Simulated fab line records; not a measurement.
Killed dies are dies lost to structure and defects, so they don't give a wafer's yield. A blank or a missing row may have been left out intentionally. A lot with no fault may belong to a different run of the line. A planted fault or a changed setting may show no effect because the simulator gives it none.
fab line records + flow sky130
record
- lots=15
- wafers=42
- last-day=51
route steps=708 shown VIA3@587 PAD_OPEN@708
lots that met no fault: taken from a fault-free run of the same line
start-h: hours from the record's opening day to when the first of the lot's shown wafers began + wait-h: how many hours have passed since the lot's step before this one + " identical to the entry in the row above + L1.1+2: a row that stands for several wafers + - no value present, or no start provided + * or withheld: withheld + < > ~ a bound
route shown NAME@n: names a module that has steps shown in the file, with the first one's number in the route + usual: mean/standard deviation taken from wafers without a fault + same: alike in all rows + chamber/n: place in a boat + sites: per-site readings + _std_site: the values' standard deviation + _edge_site: inner sites' mean taken away from outer sites' mean + radius-mm: how far each site lies from the wafer's centre + mask NAME#n: copy n + behind: the tool/chamber that last shaped the wafer + hold: the reason the lot was held/the length of the hold in hours/how it ended + device: whichever transistor did not switch (one of n, p or np) + end of line: the route-end tests of the same wafers + a step with no rows: only its recipe + killed: dies that structure and defects cost at the first sort, which is not the same as the wafer's yield + map: dies across one wafer; x = killed, . = not, _ = none there
set.NAME: the setting the step ran with; set.NAME@STEP: the setting that earlier step ran with + model.NAME: the simulator's own value behind a step, which no gauge read
steps of the route over a sample of lots; a table a step, a row a wafer
services: when a tool's chamber went out of use (start-h, in hours from the record's first day, below 0 if earlier), for how many hours, and the reason
## steps
# step SKY_VIA3_ETCH_14
# recipe
- chemistry=N2/H2
- target=BARC
- ion-energy-ev=200
- source-w=500
- bias-w=100
- pressure-mtorr=30
- n2-flow-sccm=100
- h2-flow-sccm=200
- stop-on=SiO2
- time-s=45.9
- target-depth-a=600
# usual
- drypump-motor-current-A=5.7/0.38
- oes-product-au=0.854/0.0046
- run-length-s=74.0/0.52
- throttle-valve-pct=13.224/0.0096
| lot.wafer | tool        | chamber | start-h | wait-h | drypump-motor-current-A | oes-product-au | rf-hours-counter-h | run-length-s | throttle-valve-pct |
|-----------|-------------|---------|---------|--------|-------------------------|----------------|--------------------|--------------|--------------------|
| L346.3    | rie-diel-04 | 1       | 927.20  | 0.0    | 4.9                     | 0.853          | 19                 | 74.9         | 13.225             |
| L346.4    | "           | 0       | "       | "      | 5.4                     | 0.849          | 17                 | 73.7         | 13.251             |
| L346.6    | "           | 2       | "       | "      | 5.4                     | 0.855          | -                  | 74.7         | 13.220             |
| L347.1    | rie-diel-01 | 0       | 930.89  | 0.0    | 5.6                     | 0.853          | 15                 | 73.7         | 13.208             |
| L347.4    | "           | 2       | "       | "      | 5.9                     | 0.854          | 24                 | 73.2         | 13.230             |
| L347.5    | "           | 2       | "       | "      | 5.9                     | 0.857          | -                  | 73.4         | 13.229             |
| L348.1    | rie-diel-01 | 2       | 936.65  | 0.0    | 5.9                     | 0.852          | 24                 | 73.6         | 13.207             |
| L348.3    | "           | 0       | "       | "      | 5.6                     | 0.844          | 15                 | 74.4         | 13.215             |
| L348.5    | "           | 1       | "       | "      | 5.9                     | 0.857          | -                  | 73.9         | 13.229             |
| L349.1    | rie-diel-01 | 1       | 947.14  | 0.0    | 5.9                     | 0.848          | 19                 | 74.3         | 13.235             |
| L349.2    | "           | 0       | "       | "      | 5.6                     | 0.851          | 16                 | 74.3         | 13.228             |
| L349.5    | "           | 1       | "       | "      | 5.9                     | 0.850          | -                  | 74.8         | 13.232             |
| L350.1    | rie-diel-01 | 1       | 954.80  | 0.0    | 5.9                     | 0.859          | 19                 | 74.0         | 13.215             |
| L350.3    | "           | 0       | "       | "      | 5.6                     | 0.857          | 16                 | 73.8         | 13.207             |
| L350.5    | "           | 3       | "       | "      | 5.9                     | 0.858          | -                  | 73.6         | 13.208             |
| L355.1    | rie-diel-01 | 3       | 988.39  | 0.0    | 5.9                     | 0.909          | 5                  | 70.6         | 13.211             |
| L355.4    | "           | 2       | "       | "      | 5.9                     | 0.857          | 26                 | 73.8         | 13.212             |
| L356.3    | rie-diel-01 | 2       | 994.71  | 0.0    | 5.9                     | 0.844          | 26                 | 73.6         | 13.233             |
| L356.5    | "           | 1       | "       | "      | 5.9                     | 0.910          | -                  | 71.2         | 13.227             |
| L359.1    | rie-diel-01 | 1       | 1017.69 | 0.0    | 6.0                     | 0.915          | 21                 | 71.4         | 13.226             |
| L359.5    | "           | 3       | "       | "      | 5.9                     | 0.913          | -                  | 70.3         | 13.226             |
| L360.2    | rie-diel-04 | 3       | 1020.35 | 0.0    | 5.6                     | 0.853          | 13                 | 74.4         | 13.214             |
| L360.3    | "           | 2       | "       | "      | 5.4                     | 0.856          | 24                 | 74.4         | 13.235             |
| L360.6    | "           | 2       | "       | "      | 5.4                     | 0.859          | -                  | 74.3         | 13.228             |
| L363.3    | rie-diel-03 | 1       | 1039.86 | 0.0    | 5.1                     | 0.854          | 16                 | 74.3         | 13.207             |
| L363.4    | "           | 3       | "       | "      | 6.3                     | 0.852          | 7                  | 74.4         | 13.222             |
| L363.6    | "           | 0       | "       | "      | 6.3                     | 0.850          | -                  | 73.2         | 13.234             |
| L364.2    | rie-diel-03 | 3       | 1047.65 | 0.0    | 6.3                     | 0.851          | 7                  | 74.6         | 13.233             |
| L364.4    | "           | 3       | "       | "      | 6.3                     | 0.860          | -                  | 74.8         | 13.232             |
| L364.5    | "           | 0       | "       | "      | 6.3                     | 0.855          | -                  | 74.0         | 13.226             |
| L365.1    | rie-diel-04 | 1       | 1054.00 | 0.0    | 4.9                     | 0.861          | 23                 | 75.0         | 13.234             |
| L365.3    | "           | 2       | "       | "      | 5.4                     | 0.852          | 25                 | 74.4         | 13.215             |
| L365.4    | "           | 3       | "       | "      | 5.6                     | 0.858          | 14                 | 74.2         | 13.219             |
| L367.2    | rie-diel-03 | 3       | 1070.65 | 0.0    | 6.3                     | 0.853          | 9                  | 74.5         | 13.224             |
| L367.4    | "           | 1       | "       | "      | 5.1                     | 0.852          | 17                 | 74.3         | 13.206             |
| L367.5    | "           | 2       | "       | "      | 5.4                     | 0.859          | -                  | 74.4         | 13.227             |
| L368.2    | rie-diel-04 | 0       | 1071.60 | 0.0    | 5.4                     | 0.857          | 22                 | 74.0         | 13.232             |
| L368.4    | "           | 2       | "       | "      | 5.4                     | 0.852          | 25                 | 74.3         | 13.226             |
| L368.5    | "           | 0       | "       | "      | 5.4                     | 0.843          | -                  | 74.0         | 13.214             |
| L369.1    | rie-diel-01 | 1       | 1100.86 | 0.0    | 6.0                     | 0.855          | 24                 | 74.1         | 13.232             |
| L369.3    | "           | 3       | "       | "      | 5.9                     | 0.859          | 9                  | 73.4         | 13.209             |
| L369.6    | "           | 3       | "       | "      | 5.9                     | 0.856          | -                  | 73.5         | 13.228             |
# step SKY_PAD_OPEN_PROBE_99
# usual
- defect-limited-yield=82.6/1.8
- killed_at_M0_to_M3=43/6.5
- killed_at_M4_up=3.1/1.8
- killed-at-contacts=24/5.6
- killed-at-front-end=15/4.2
- killed-at-other=0.3/0.5
- killed-dies=86/8.9
- killed-open=47/6.9
- killed-short=39/5.9
- sort_bin_3_pad_short=0.9/0.39
- sort_bin_5_function=10.4/1.6
- sort_bin_6_memory=6.2/1
- sort-n-pass=406/8.9
- sort-yield-pct=82.6/1.8
# same
- gross-dies=492
- killed-at-back-side=0
- sort_bin_4_leakage[%]=0
- sort_bin_8_speed[%]=0
| lot.wafer | tool      | chamber | start-h | wait-h | defect-limited-yield[%] | killed_at_M0_to_M3 | killed_at_M4_up | killed-at-contacts | killed-at-front-end | killed-at-other | killed-dies | killed-open | killed-short | sort_bin_3_pad_short[%] | sort_bin_5_function[%] | sort_bin_6_memory[%] | sort-n-pass | sort-yield-pct[%] |
|-----------|-----------|---------|---------|--------|-------------------------|--------------------|-----------------|--------------------|---------------------|-----------------|-------------|-------------|--------------|-------------------------|------------------------|----------------------|-------------|-------------------|
| L346.3    | prober-01 | -       | 1073.62 | 0.2    | 83.3                    | 45                 | 3               | 17                 | 17                  | 0               | 82          | 46          | 36           | 0.8                     | 9.8                    | 6.1                  | 410         | 83.3              |
| L346.4    | prober-01 | -       | 1073.67 | 0.2    | 81.5                    | 50                 | 4               | 23                 | 14                  | 0               | 91          | 40          | 51           | 1.2                     | 10.0                   | 7.3                  | 401         | 81.5              |
| L346.6    | prober-01 | -       | 1073.77 | 0.2    | 80.5                    | 50                 | 2               | 29                 | 15                  | 0               | 96          | 52          | 44           | 1.2                     | 11.6                   | 6.7                  | 396         | 80.5              |
| L350.1    | prober-01 | -       | 1096.98 | 0.1    | 83.5                    | 39                 | 4               | 27                 | 11                  | 0               | 81          | 42          | 39           | 0.4                     | 11.6                   | 4.5                  | 411         | 83.5              |
| L350.3    | prober-01 | -       | 1097.08 | 0.2    | 81.1                    | 43                 | 4               | 25                 | 21                  | 0               | 93          | 50          | 43           | 0.8                     | 11.4                   | 6.7                  | 399         | 81.1              |
| L350.5    | prober-01 | -       | 1097.18 | 0.2    | 84.6                    | 34                 | 1               | 24                 | 17                  | 0               | 76          | 32          | 44           | 1.2                     | 7.3                    | 6.9                  | 416         | 84.6              |
| L355.1    | prober-01 | -       | 1126.04 | 0.1    | 83.5                    | 51                 | 4               | 15                 | 11                  | 0               | 81          | 32          | 49           | 0.6                     | 10.2                   | 5.7                  | 411         | 83.5              |
| L355.4    | prober-01 | -       | 1126.19 | 0.2    | 82.7                    | 50                 | 4               | 23                 | 8                   | 0               | 85          | 52          | 33           | 0.6                     | 10.6                   | 6.1                  | 407         | 82.7              |
| L356.3    | prober-02 | -       | 1129.49 | 0.2    | 79.3                    | 43                 | 5               | 40                 | 14                  | 0               | 102         | 63          | 39           | 1.4                     | 12.6                   | 6.7                  | 390         | 79.3              |
| L356.5    | prober-02 | -       | 1129.59 | 0.2    | 81.5                    | 53                 | 1               | 25                 | 10                  | 2               | 91          | 50          | 41           | 1.2                     | 9.6                    | 7.7                  | 401         | 81.5              |
| L359.1    | prober-01 | -       | 1148.38 | 0.1    | 80.7                    | 52                 | 7               | 22                 | 14                  | 0               | 95          | 52          | 43           | 1.0                     | 11.8                   | 6.5                  | 397         | 80.7              |
| L359.5    | prober-01 | -       | 1148.58 | 0.2    | 84.1                    | 43                 | 2               | 15                 | 17                  | 1               | 78          | 39          | 39           | 0.8                     | 7.7                    | 7.3                  | 414         | 84.1              |
| L360.2    | prober-02 | -       | 1151.67 | 0.1    | 83.5                    | 42                 | 3               | 22                 | 14                  | 0               | 81          | 52          | 29           | 0.4                     | 10.2                   | 5.9                  | 411         | 83.5              |
| L360.3    | prober-02 | -       | 1151.72 | 0.2    | 83.5                    | 39                 | 4               | 28                 | 10                  | 0               | 81          | 46          | 35           | 1.0                     | 10.8                   | 4.7                  | 411         | 83.5              |
| L360.6    | prober-02 | -       | 1151.87 | 0.2    | 82.1                    | 40                 | 4               | 31                 | 13                  | 0               | 88          | 40          | 48           | 0.8                     | 10.6                   | 6.5                  | 404         | 82.1              |
| L364.2    | prober-02 | -       | 1174.91 | 0.1    | 82.1                    | 45                 | 5               | 30                 | 8                   | 0               | 88          | 50          | 38           | 1.0                     | 10.2                   | 6.7                  | 404         | 82.1              |
| L364.4    | prober-02 | -       | 1175.01 | 0.2    | 82.9                    | 49                 | 0               | 22                 | 13                  | 0               | 84          | 49          | 35           | 1.2                     | 8.9                    | 6.9                  | 408         | 82.9              |
| L364.5    | prober-02 | -       | 1175.06 | 0.2    | 83.9                    | 40                 | 4               | 18                 | 17                  | 0               | 79          | 43          | 36           | 1.0                     | 8.3                    | 6.7                  | 413         | 83.9              |
| L368.2    | prober-02 | -       | 1190.46 | 0.1    | 79.7                    | 57                 | 3               | 30                 | 9                   | 1               | 100         | 57          | 43           | 0.4                     | 13.0                   | 6.9                  | 392         | 79.7              |
| L368.4    | prober-02 | -       | 1190.56 | 0.2    | 83.5                    | 40                 | 1               | 26                 | 14                  | 0               | 81          | 50          | 31           | 1.2                     | 9.8                    | 5.5                  | 411         | 83.5              |
| L368.5    | prober-02 | -       | 1190.61 | 0.2    | 82.7                    | 43                 | 1               | 25                 | 16                  | 0               | 85          | 49          | 36           | 1.0                     | 11.4                   | 4.9                  | 407         | 82.7              |
# killed by level:class
L346.3 VIA1:geometric-particle:open=12 METAL1:geometric-particle:short=10 FIELD_ISO:geometric-particle:open=7 CONTACT:geometric-particle:open=7 POLY_GATE:geometric-particle:open=5 METAL2:geometric-particle:short=5 VIA2:geometric-particle:open=5 CONTACT:geometric-particle:short=4
L346.4 METAL1:geometric-particle:short=14 VIA1:geometric-particle:open=8 LI_CONTACT:geometric-particle:open=7 VIA3:geometric-particle:open=7 CONTACT:geometric-particle:open=6 FIELD_ISO:geometric-particle:short=5 CONTACT:geometric-particle:short=5 METAL2:geometric-particle:short=5
L346.6 METAL2:geometric-particle:short=10 VIA3:geometric-particle:open=9 LI_CONTACT:geometric-particle:open=8 VIA2:geometric-particle:open=7 CONTACT:geometric-particle:open=7 VIA1:geometric-particle:open=7 CONTACT:geometric-particle:short=6 LOCAL_INTERCONNECT:geometric-particle:short=6
L350.1 CONTACT:geometric-particle:open=12 VIA1:geometric-particle:open=9 METAL1:geometric-particle:short=8 VIA3:geometric-particle:open=7 CONTACT:geometric-particle:short=5 LI_CONTACT:geometric-particle:short=4 LOCAL_INTERCONNECT:geometric-particle:short=4 VIA1:geometric-particle:short=4
L350.3 VIA1:geometric-particle:open=12 CONTACT:geometric-particle:open=10 LI_CONTACT:geometric-particle:open=7 METAL2:geometric-particle:short=7 POLY_GATE:geometric-particle:open=6 VIA3:geometric-particle:open=6 FIELD_ISO:geometric-particle:short=5 FIELD_ISO:geometric-particle:open=4
L350.5 CONTACT:geometric-particle:open=7 CONTACT:geometric-particle:short=7 METAL2:geometric-particle:short=7 VIA1:geometric-particle:open=6 VIA3:geometric-particle:open=6 LOCAL_INTERCONNECT:geometric-particle:short=5 POLY_GATE:geometric-particle:short=4 METAL1:geometric-particle:short=4
L355.1 VIA1:geometric-particle:open=10 VIA1:geometric-particle:short=9 METAL2:geometric-particle:short=8 METAL1:geometric-particle:short=8 CONTACT:geometric-particle:open=6 CONTACT:geometric-particle:short=5 VIA3:geometric-particle:short=4 VIA2:geometric-particle:open=4
L355.4 CONTACT:geometric-particle:open=13 VIA1:geometric-particle:open=13 VIA1:geometric-particle:short=6 METAL1:geometric-particle:short=5 METAL2:geometric-particle:short=5 VIA2:geometric-particle:open=5 LOCAL_INTERCONNECT:geometric-particle:short=4 METAL1:geometric-particle:open=3
L356.3 CONTACT:geometric-particle:open=24 VIA1:geometric-particle:open=11 METAL1:geometric-particle:short=10 VIA3:geometric-particle:open=8 POLY_GATE:geometric-particle:open=5 LI_CONTACT:geometric-particle:short=5 LI_CONTACT:geometric-particle:open=4 CONTACT:geometric-particle:short=4
L356.5 VIA1:geometric-particle:open=14 METAL2:geometric-particle:short=10 CONTACT:geometric-particle:open=9 VIA3:geometric-particle:open=6 VIA2:geometric-particle:open=6 FIELD_ISO:geometric-particle:short=4 LI_CONTACT:geometric-particle:open=4 LI_CONTACT:geometric-particle:short=4
L359.1 VIA2:geometric-particle:open=11 CONTACT:geometric-particle:open=10 VIA1:geometric-particle:short=8 LI_CONTACT:geometric-particle:open=7 VIA1:geometric-particle:open=7 METAL2:geometric-particle:short=7 VIA3:geometric-particle:open=6 METAL4:geometric-particle:short=6
L359.5 VIA1:geometric-particle:open=9 METAL2:geometric-particle:short=7 VIA1:geometric-particle:short=7 VIA2:geometric-particle:open=6 FIELD_ISO:geometric-particle:open=5 VIA3:geometric-particle:open=5 CONTACT:geometric-particle:open=5 METAL3:geometric-particle:short=5
L360.2 VIA1:geometric-particle:open=12 LI_CONTACT:geometric-particle:open=7 CONTACT:geometric-particle:open=7 VIA3:geometric-particle:open=7 METAL1:geometric-particle:short=5 VIA2:geometric-particle:open=4 POLY_GATE:geometric-particle:open=3 LOCAL_INTERCONNECT:geometric-particle:short=3
L360.3 VIA1:geometric-particle:open=13 CONTACT:geometric-particle:open=8 LI_CONTACT:geometric-particle:open=6 METAL2:geometric-particle:short=6 LI_CONTACT:geometric-particle:short=5 LOCAL_INTERCONNECT:geometric-particle:short=5 VIA2:geometric-particle:open=4 FIELD_ISO:geometric-particle:open=3
L360.6 VIA1:geometric-particle:open=13 CONTACT:geometric-particle:open=9 LI_CONTACT:geometric-particle:open=8 CONTACT:geometric-particle:short=7 LI_CONTACT:geometric-particle:short=6 METAL1:geometric-particle:short=5 POLY_GATE:geometric-particle:short=4 METAL3:geometric-particle:short=4
L364.2 CONTACT:geometric-particle:open=11 LI_CONTACT:geometric-particle:open=8 VIA1:geometric-particle:open=6 VIA1:geometric-particle:short=6 LOCAL_INTERCONNECT:geometric-particle:short=5 VIA2:geometric-particle:open=5 VIA3:geometric-particle:open=5 CONTACT:geometric-particle:short=4
L364.4 VIA1:geometric-particle:open=16 CONTACT:geometric-particle:open=9 LI_CONTACT:geometric-particle:open=6 METAL3:geometric-particle:short=6 VIA3:geometric-particle:open=5 METAL1:geometric-particle:short=5 LOCAL_INTERCONNECT:geometric-particle:short=4 VIA2:geometric-particle:short=4
L364.5 VIA1:geometric-particle:open=10 CONTACT:geometric-particle:open=6 VIA1:geometric-particle:short=6 VIA3:geometric-particle:open=6 FIELD_ISO:geometric-particle:open=5 LI_CONTACT:geometric-particle:open=4 METAL1:geometric-particle:short=4 FIELD_ISO:geometric-particle:short=3
L368.2 VIA1:geometric-particle:open=15 CONTACT:geometric-particle:open=9 LI_CONTACT:geometric-particle:open=7 VIA1:geometric-particle:short=7 METAL2:geometric-particle:short=6 VIA2:geometric-particle:open=6 VIA3:geometric-particle:open=6 VIA3:geometric-particle:short=6
L368.4 CONTACT:geometric-particle:open=9 VIA1:geometric-particle:open=9 VIA3:geometric-particle:open=8 FIELD_ISO:geometric-particle:open=6 LI_CONTACT:geometric-particle:open=5 METAL2:geometric-particle:short=5 CONTACT:geometric-particle:short=5 METAL1:geometric-particle:short=4
L368.5 VIA1:geometric-particle:open=10 CONTACT:geometric-particle:open=9 LI_CONTACT:geometric-particle:open=8 VIA3:geometric-particle:open=8 VIA2:geometric-particle:open=6 CONTACT:geometric-particle:short=5 VIA2:geometric-particle:short=5 METAL2:geometric-particle:short=4
## services
| tool        | chamber | start-h | hours | kind           |
|-------------|---------|---------|-------|----------------|
| rie-diel-01 | -       | 907.19  | 4.3   | pm             |
| rie-diel-03 | -       | 923.75  | 27.5  | repair         |
| rie-diel-01 | 3       | 935.24  | 12.9  | repair         |
| rie-diel-01 | -       | 937.72  | 0.6   | repair         |
| rie-diel-04 | 0       | 942.80  | 4.1   | repair         |
| rie-diel-04 | 3       | 982.81  | 5.2   | repair         |
| rie-diel-04 | 3       | 1000.13 | 8.5   | repair         |
| rie-diel-01 | -       | 1019.02 | 2.1   | repair         |
| rie-diel-01 | 1       | 1027.49 | 4.0   | repair         |
| rie-diel-03 | -       | 1040.63 | 0.5   | repair         |
| rie-diel-03 | 2       | 1041.12 | -     | clean          |
| rie-diel-03 | 2       | 1041.12 | 28.1  | scheduled-down |
| rie-diel-03 | 2       | 1041.12 | 28.1  | vent-cycle     |
| rie-diel-01 | 3       | 1059.60 | 6.3   | repair         |
| rie-diel-04 | -       | 1064.95 | 2.8   | pm             |
| rie-diel-03 | -       | 1070.77 | 1.0   | repair         |
| rie-diel-03 | 0       | 1073.21 | 6.5   | repair         |
| rie-diel-01 | 2       | 1094.63 | 1.7   | repair         |
## key
first-sign
- step=SKY_VIA3_ETCH_14
- reading=oes-product-au
- direction=up
- sigmas=13
- usual=0.854
- struck=0.912
effect
- step=SKY_VIA3_ETCH_14
- reading=run-length-s
- direction=down
- sigmas=6.1
- usual=*
- struck=*
met-at SKY_VIA3_ETCH_14
struck-lots L355,L356,L359
struck-wafers L355.1,L356.5,L359.1,L359.5
onset-between 954.80 988.39
fault
- kind=process-parameter-drift
- tool=rie-diel-01
- chamber=-
- onset-h=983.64
- steps=SKY_VIA3_ETCH_14
- channel=time-s
- offset=*
- shape=step
- end-h=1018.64
- scope=struck-wafers-only
- acts-in=*
- stated=*
